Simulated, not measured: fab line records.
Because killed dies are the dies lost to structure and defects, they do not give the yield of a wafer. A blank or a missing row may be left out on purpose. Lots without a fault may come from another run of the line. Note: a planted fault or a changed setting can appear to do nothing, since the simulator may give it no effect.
Which tool was responsible? | flow sky130 | at 1 step of a route of 708, 11 lots with 33 wafers sampled

WHAT THE GAUGES SHOWED, per wafer
SKY_LI_CONTACT_OVL_MEAS_13.
lot  | measured     | on         | LI_CONTACT_OVL (nm)
L343 | day 29 12:14 | overlay-01 | -5 -7 -5
L348 | day 31 12:32 | overlay-01 | -1 -1 -2
L350 | day 31 16:17 | overlay-02 | -6 0 2
L349 | day 31 17:29 | overlay-01 | 5 2 8
L352 | day 32 14:09 | overlay-01 | 6 9 3
L353 | day 32 16:36 | overlay-02 | 6 6 7
L354 | day 33 09:37 | overlay-02 | -5 -3 -6
L358 | day 34 05:51 | overlay-01 | 1 7 -7
L361 | day 35 09:48 | overlay-02 | 2 -6 -8
L362 | day 35 12:05 | overlay-01 | 2 1 2
L366 | day 36 10:21 | overlay-01 | -4 -6 -6

WHAT TOOL EACH LOT RAN ON (gives the tool, then ch and the chambers of the sampled wafers, and finally the start)
No process step before these readings appears in the record.

WHAT THE TOOLS THEMSELVES READ (means of the sampled wafers that have a number; where no wafer has one, the mark that the record gives instead)
The record holds no such reading with a usual standard deviation.

THE ANSWER, worked out from the rows above alone
Rule: usual is defined by the lots themselves. The widest of any qualifying gaps counts: lots, ordered by their means at a reading, are off when they make up no more than a third of the lots, leave a main group of 4 or more, and stand apart from it by 3 or more times the standard deviation of that group's means. If all means in a main group match to the digits the tables above print for the reading, that group is not used. A lot without any number at a reading at which 4 lots or more have one is off too. The other lots that the step has rows for count as sound. The gauges are gone through in route order, then the tools' own readings, and for those a lot's mean is taken as printed above. The first step at which some lot is off is used, and at that step the reading that is off furthest; a lot without a number counts as furthest.
Across all readings shown, no lot is off: no conclusion can be drawn from this.

WHAT HAD BEEN PUT IN BY THE SIMULATOR
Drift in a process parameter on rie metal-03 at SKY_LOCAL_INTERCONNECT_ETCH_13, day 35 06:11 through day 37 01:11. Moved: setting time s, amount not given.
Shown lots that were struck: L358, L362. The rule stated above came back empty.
